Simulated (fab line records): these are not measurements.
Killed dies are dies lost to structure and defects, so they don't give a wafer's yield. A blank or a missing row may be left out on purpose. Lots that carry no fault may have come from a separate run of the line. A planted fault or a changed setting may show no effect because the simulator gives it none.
Which tool was responsible? || flow sky130 || 37 wafers from 13 lots sampled at 5 of the route's 708 steps

## WHAT THE GAUGES SHOWED, per wafer
SKY_VT_ADJUST_HVTR_OVL_MEAS_08. Usual: for VT_ADJUST_HVTR_OVL the level is 0.0 nm and the standard deviation is 1.3.
{"lot": "L226", "measured": "day 9 18:31", "on": "overlay-01", "VT_ADJUST_HVTR_OVL (nm)": "0.0 0.3 -0.7", "flag": ""}
{"lot": "L227", "measured": "day 10 08:16", "on": "overlay-01", "VT_ADJUST_HVTR_OVL (nm)": "1.4 1.3 1.1", "flag": ""}
{"lot": "L229", "measured": "day 10 10:40", "on": "overlay-01", "VT_ADJUST_HVTR_OVL (nm)": "0.4 1.8 0.8", "flag": ""}
{"lot": "L232", "measured": "day 11 15:04", "on": "overlay-02", "VT_ADJUST_HVTR_OVL (nm)": "0.6 -1.8 1.4", "flag": ""}
{"lot": "L234", "measured": "day 11 23:51", "on": "overlay-01", "VT_ADJUST_HVTR_OVL (nm)": "0.2 -0.4 0.7", "flag": ""}
{"lot": "L235", "measured": "day 12 05:37", "on": "overlay-01", "VT_ADJUST_HVTR_OVL (nm)": "0.1 0.3 0.1", "flag": ""}
{"lot": "L236", "measured": "day 12 19:22", "on": "overlay-02", "VT_ADJUST_HVTR_OVL (nm)": "0.8 0.2 0.7", "flag": ""}
{"lot": "L237", "measured": "day 12 21:24", "on": "overlay-02", "VT_ADJUST_HVTR_OVL (nm)": "-1.1 0.0 -0.8", "flag": ""}
{"lot": "L238", "measured": "day 13 08:25", "on": "overlay-01", "VT_ADJUST_HVTR_OVL (nm)": "-1.1 -0.2 0.1", "flag": ""}
{"lot": "L239", "measured": "day 13 15:04", "on": "overlay-02", "VT_ADJUST_HVTR_OVL (nm)": "1.0 1.3 1.3", "flag": ""}
{"lot": "L241", "measured": "day 14 00:48", "on": "overlay-02", "VT_ADJUST_HVTR_OVL (nm)": "-0.8 -0.8", "flag": ""}
{"lot": "L245", "measured": "day 15 08:13", "on": "overlay-02", "VT_ADJUST_HVTR_OVL (nm)": "-1.1 0.4", "flag": ""}
{"lot": "L247", "measured": "day 15 20:40", "on": "overlay-02", "VT_ADJUST_HVTR_OVL (nm)": "0.0 -0.6 0.1", "flag": ""}

SKY_SONOS_ONO_THK_MEAS_03. Usual: for SONOS_ONO_CVD_02_THK the level is 10.40 nm and the standard deviation is 0.13.
{"lot": "L226", "measured": "day 11 22:48", "on": "film_metro-02", "SONOS_ONO_CVD_02_THK (nm)": "10.21 10.26 10.26", "flag": ""}
{"lot": "L227", "measured": "day 12 13:09", "on": "film_metro-02", "SONOS_ONO_CVD_02_THK (nm)": "10.74 10.55 10.52", "flag": ""}
{"lot": "L229", "measured": "day 12 15:24", "on": "film_metro-02", "SONOS_ONO_CVD_02_THK (nm)": "10.59 10.64 10.50", "flag": ""}
{"lot": "L232", "measured": "day 13 21:38", "on": "film_metro-04", "SONOS_ONO_CVD_02_THK (nm)": "10.39 10.33 10.19", "flag": ""}
{"lot": "L234", "measured": "day 14 05:42", "on": "film_metro-04", "SONOS_ONO_CVD_02_THK (nm)": "10.24 10.31 10.20", "flag": ""}
{"lot": "L235", "measured": "day 14 12:29", "on": "film_metro-04", "SONOS_ONO_CVD_02_THK (nm)": "10.29 10.33 10.17", "flag": ""}
{"lot": "L236", "measured": "day 15 20:26", "on": "film_metro-01", "SONOS_ONO_CVD_02_THK (nm)": "10.46 10.56 10.60", "flag": ""}
{"lot": "L237", "measured": "day 15 20:25", "on": "film_metro-02", "SONOS_ONO_CVD_02_THK (nm)": "10.44 10.39 10.51", "flag": ""}
{"lot": "L238", "measured": "day 15 20:29", "on": "film_metro-04", "SONOS_ONO_CVD_02_THK (nm)": "10.36 10.31 10.25", "flag": ""}
{"lot": "L239", "measured": "day 16 01:50", "on": "film_metro-02", "SONOS_ONO_CVD_02_THK (nm)": "10.65 10.52 10.51", "flag": ""}
{"lot": "L241", "measured": "day 16 10:04", "on": "film_metro-04", "SONOS_ONO_CVD_02_THK (nm)": "10.48 10.45", "flag": ""}
{"lot": "L245", "measured": "day 17 23:06", "on": "film_metro-01", "SONOS_ONO_CVD_02_THK (nm)": "10.23 10.28", "flag": ""}
{"lot": "L247", "measured": "day 18 10:14", "on": "film_metro-02", "SONOS_ONO_CVD_02_THK (nm)": "10.49 10.42 10.48", "flag": ""}

SKY_LOCAL_INTERCONNECT_CD_MEAS_11 targets a cd of 170 nm. Usual: 169.9 nm for cd_nm, sd 1.3.
{"lot": "L226", "measured": "day 31 02:23", "on": "cd_sem-02", "cd_nm (nm)": "170.2 169.7 169.6", "flag": ""}
{"lot": "L227", "measured": "day 31 12:25", "on": "cd_sem-01", "cd_nm (nm)": "170.0 169.9 170.1", "flag": ""}
{"lot": "L229", "measured": "day 31 20:30", "on": "cd_sem-02", "cd_nm (nm)": "168.6 170.1 169.4", "flag": ""}
{"lot": "L232", "measured": "day 32 22:39", "on": "cd_sem-01", "cd_nm (nm)": "168.4 168.6 169.7", "flag": ""}
{"lot": "L234", "measured": "day 33 05:33", "on": "cd_sem-02", "cd_nm (nm)": "170.9 169.7 169.1", "flag": ""}
{"lot": "L235", "measured": "day 33 09:58", "on": "cd_sem-01", "cd_nm (nm)": "169.7 171.2 170.9", "flag": ""}
{"lot": "L236", "measured": "day 34 17:37", "on": "cd_sem-01", "cd_nm (nm)": "169.1 170.3 169.0", "flag": ""}
{"lot": "L237", "measured": "day 34 20:10", "on": "cd_sem-02", "cd_nm (nm)": "169.9 170.7 168.4", "flag": ""}
{"lot": "L238", "measured": "day 34 19:43", "on": "cd_sem-02", "cd_nm (nm)": "172.1 171.6 170.9", "flag": ""}
{"lot": "L239", "measured": "day 35 00:49", "on": "cd_sem-01", "cd_nm (nm)": "169.8 170.3 170.6", "flag": ""}
{"lot": "L241", "measured": "day 35 11:10", "on": "cd_sem-01", "cd_nm (nm)": "175.0 170.1", "flag": ""}
{"lot": "L245", "measured": "day 36 17:10", "on": "cd_sem-01", "cd_nm (nm)": "170.9 174.7", "flag": ""}
{"lot": "L247", "measured": "day 37 02:52", "on": "cd_sem-02", "cd_nm (nm)": "170.0 170.1 169.9", "flag": ""}

## WHICH TOOL RAN EACH LOT (tool, then ch and the chambers of the sampled wafers, then the start)
{"lot": "L226", "SKY_GATE_OXIDE_STRIP_13": "plasma_asher-03 ch 0,1, day 14 04:25", "SKY_LOCAL_INTERCONNECT_DEVELOP_10": "litho_track-01 ch 0, day 31 02:00"}
{"lot": "L227", "SKY_GATE_OXIDE_STRIP_13": "plasma_asher-03 ch 0,1, day 14 19:12", "SKY_LOCAL_INTERCONNECT_DEVELOP_10": "litho_track-04 ch 0, day 31 12:00"}
{"lot": "L229", "SKY_GATE_OXIDE_STRIP_13": "plasma_asher-03 ch 0,1, day 14 23:16", "SKY_LOCAL_INTERCONNECT_DEVELOP_10": "litho_track-04 ch 0, day 31 20:00"}
{"lot": "L232", "SKY_GATE_OXIDE_STRIP_13": "plasma_asher-02 ch 0,1, day 16 09:53", "SKY_LOCAL_INTERCONNECT_DEVELOP_10": "litho_track-04 ch 0, day 32 22:00"}
{"lot": "L234", "SKY_GATE_OXIDE_STRIP_13": "plasma_asher-04 ch 1, day 16 16:13", "SKY_LOCAL_INTERCONNECT_DEVELOP_10": "litho_track-02 ch 0, day 33 05:00"}
{"lot": "L235", "SKY_GATE_OXIDE_STRIP_13": "plasma_asher-02 ch 0,1, day 16 22:42", "SKY_LOCAL_INTERCONNECT_DEVELOP_10": "litho_track-01 ch 0, day 33 09:00"}
{"lot": "L236", "SKY_GATE_OXIDE_STRIP_13": "plasma_asher-02 ch 0,1, day 18 08:20", "SKY_LOCAL_INTERCONNECT_DEVELOP_10": "litho_track-02 ch 0, day 34 17:00"}
{"lot": "L237", "SKY_GATE_OXIDE_STRIP_13": "plasma_asher-03 ch 0,1, day 18 09:38", "SKY_LOCAL_INTERCONNECT_DEVELOP_10": "litho_track-01 ch 0, day 34 20:00"}
{"lot": "L238", "SKY_GATE_OXIDE_STRIP_13": "plasma_asher-04 ch 0,1, day 18 10:41", "SKY_LOCAL_INTERCONNECT_DEVELOP_10": "litho_track-02 ch 0, day 34 19:00"}
{"lot": "L239", "SKY_GATE_OXIDE_STRIP_13": "plasma_asher-02 ch 0,1, day 18 16:54", "SKY_LOCAL_INTERCONNECT_DEVELOP_10": "litho_track-04 ch 0, day 35 00:00"}
{"lot": "L241", "SKY_GATE_OXIDE_STRIP_13": "plasma_asher-03 ch 0,1, day 19 02:20", "SKY_LOCAL_INTERCONNECT_DEVELOP_10": "litho_track-01 ch 0, day 35 11:00"}
{"lot": "L245", "SKY_GATE_OXIDE_STRIP_13": "plasma_asher-04 ch 0, day 20 15:48", "SKY_LOCAL_INTERCONNECT_DEVELOP_10": "litho_track-01 ch 0, day 36 17:00"}
{"lot": "L247", "SKY_GATE_OXIDE_STRIP_13": "plasma_asher-04 ch 0,1, day 21 02:52", "SKY_LOCAL_INTERCONNECT_DEVELOP_10": "litho_track-02 ch 0, day 37 02:00"}
- SKY_GATE_OXIDE_STRIP_13: strips in O2/N2.
- SKY_LOCAL_INTERCONNECT_DEVELOP_10: develop time 60 s.

## WHAT THE TOOLS THEMSELVES READ (means of the sampled wafers that have a number; where no wafer has one, the mark that the record gives instead)
SKY_GATE_OXIDE_STRIP_13. Usual: chamber_pressure_mTorr 1500.0 mTorr, standard deviation 1.4; drypump_motor_current_A 5.92 A, standard deviation 0.23; n2_flow_sccm 299.8 sccm, standard deviation 0.94; oes_product_au 0.715 a.u., standard deviation 0.0044; strip_time_to_endpoint_s 14.17 s, standard deviation 0.041.
{"lot": "L226", "tool": "plasma_asher-03", "chamber_pressure_mTorr (mTorr)": 1499.3, "drypump_motor_current_A (A)": 5.82, "n2_flow_sccm (sccm)": 301.4, "oes_product_au (a.u.)": 0.718, "strip_time_to_endpoint_s (s)": 14.16, "flag": ""}
{"lot": "L227", "tool": "plasma_asher-03", "chamber_pressure_mTorr (mTorr)": 1500.1, "drypump_motor_current_A (A)": 5.76, "n2_flow_sccm (sccm)": 300.1, "oes_product_au (a.u.)": 0.715, "strip_time_to_endpoint_s (s)": 14.14, "flag": ""}
{"lot": "L229", "tool": "plasma_asher-03", "chamber_pressure_mTorr (mTorr)": 1499.0, "drypump_motor_current_A (A)": 5.81, "n2_flow_sccm (sccm)": 300.6, "oes_product_au (a.u.)": 0.712, "strip_time_to_endpoint_s (s)": 14.16, "flag": ""}
{"lot": "L232", "tool": "plasma_asher-02", "chamber_pressure_mTorr (mTorr)": 1501.2, "drypump_motor_current_A (A)": 5.85, "n2_flow_sccm (sccm)": 300.1, "oes_product_au (a.u.)": 0.714, "strip_time_to_endpoint_s (s)": 14.22, "flag": ""}
{"lot": "L234", "tool": "plasma_asher-04", "chamber_pressure_mTorr (mTorr)": 1498.7, "drypump_motor_current_A (A)": 6.35, "n2_flow_sccm (sccm)": 299.7, "oes_product_au (a.u.)": 0.717, "strip_time_to_endpoint_s (s)": 14.15, "flag": ""}
{"lot": "L235", "tool": "plasma_asher-02", "chamber_pressure_mTorr (mTorr)": 1500.2, "drypump_motor_current_A (A)": 5.84, "n2_flow_sccm (sccm)": 300.3, "oes_product_au (a.u.)": 0.714, "strip_time_to_endpoint_s (s)": 14.17, "flag": ""}
{"lot": "L236", "tool": "plasma_asher-02", "chamber_pressure_mTorr (mTorr)": 1500.2, "drypump_motor_current_A (A)": 5.82, "n2_flow_sccm (sccm)": 299.9, "oes_product_au (a.u.)": 0.719, "strip_time_to_endpoint_s (s)": 14.18, "flag": ""}
{"lot": "L237", "tool": "plasma_asher-03", "chamber_pressure_mTorr (mTorr)": 1500.6, "drypump_motor_current_A (A)": 5.81, "n2_flow_sccm (sccm)": 300.8, "oes_product_au (a.u.)": 0.716, "strip_time_to_endpoint_s (s)": 14.23, "flag": ""}
{"lot": "L238", "tool": "plasma_asher-04", "chamber_pressure_mTorr (mTorr)": 1499.6, "drypump_motor_current_A (A)": 6.16, "n2_flow_sccm (sccm)": 298.0, "oes_product_au (a.u.)": 0.714, "strip_time_to_endpoint_s (s)": 14.24, "flag": ""}
{"lot": "L239", "tool": "plasma_asher-02", "chamber_pressure_mTorr (mTorr)": 1500.5, "drypump_motor_current_A (A)": 5.84, "n2_flow_sccm (sccm)": 300.1, "oes_product_au (a.u.)": 0.716, "strip_time_to_endpoint_s (s)": 14.18, "flag": ""}
{"lot": "L241", "tool": "plasma_asher-03", "chamber_pressure_mTorr (mTorr)": 1500.5, "drypump_motor_current_A (A)": 5.79, "n2_flow_sccm (sccm)": 300.8, "oes_product_au (a.u.)": 0.718, "strip_time_to_endpoint_s (s)": 14.13, "flag": ""}
{"lot": "L245", "tool": "plasma_asher-04", "chamber_pressure_mTorr (mTorr)": 1498.0, "drypump_motor_current_A (A)": 5.79, "n2_flow_sccm (sccm)": 300.1, "oes_product_au (a.u.)": 0.718, "strip_time_to_endpoint_s (s)": 14.16, "flag": ""}
{"lot": "L247", "tool": "plasma_asher-04", "chamber_pressure_mTorr (mTorr)": 1500.1, "drypump_motor_current_A (A)": 5.96, "n2_flow_sccm (sccm)": 299.2, "oes_product_au (a.u.)": 0.712, "strip_time_to_endpoint_s (s)": 14.18, "flag": ""}

## THE ANSWER, worked out from the rows above alone
Rule: a lot counts as off when the mean over its wafers that have a number is more than 3 standard deviations away from the usual mean. Also off: a lot with no number at a reading for which 4 or more lots have one. Any other lot the step has rows for is counted as sound. First the gauges in route order, then the tools' own readings, where a lot's mean is used as printed above. At the first step where some lot is off, the reading lying furthest off is the one used; lots without a number count as furthest.
Across all readings shown, no lot is off: no conclusion can be drawn from this.

## WHAT THE SIMULATOR HAD INSERTED
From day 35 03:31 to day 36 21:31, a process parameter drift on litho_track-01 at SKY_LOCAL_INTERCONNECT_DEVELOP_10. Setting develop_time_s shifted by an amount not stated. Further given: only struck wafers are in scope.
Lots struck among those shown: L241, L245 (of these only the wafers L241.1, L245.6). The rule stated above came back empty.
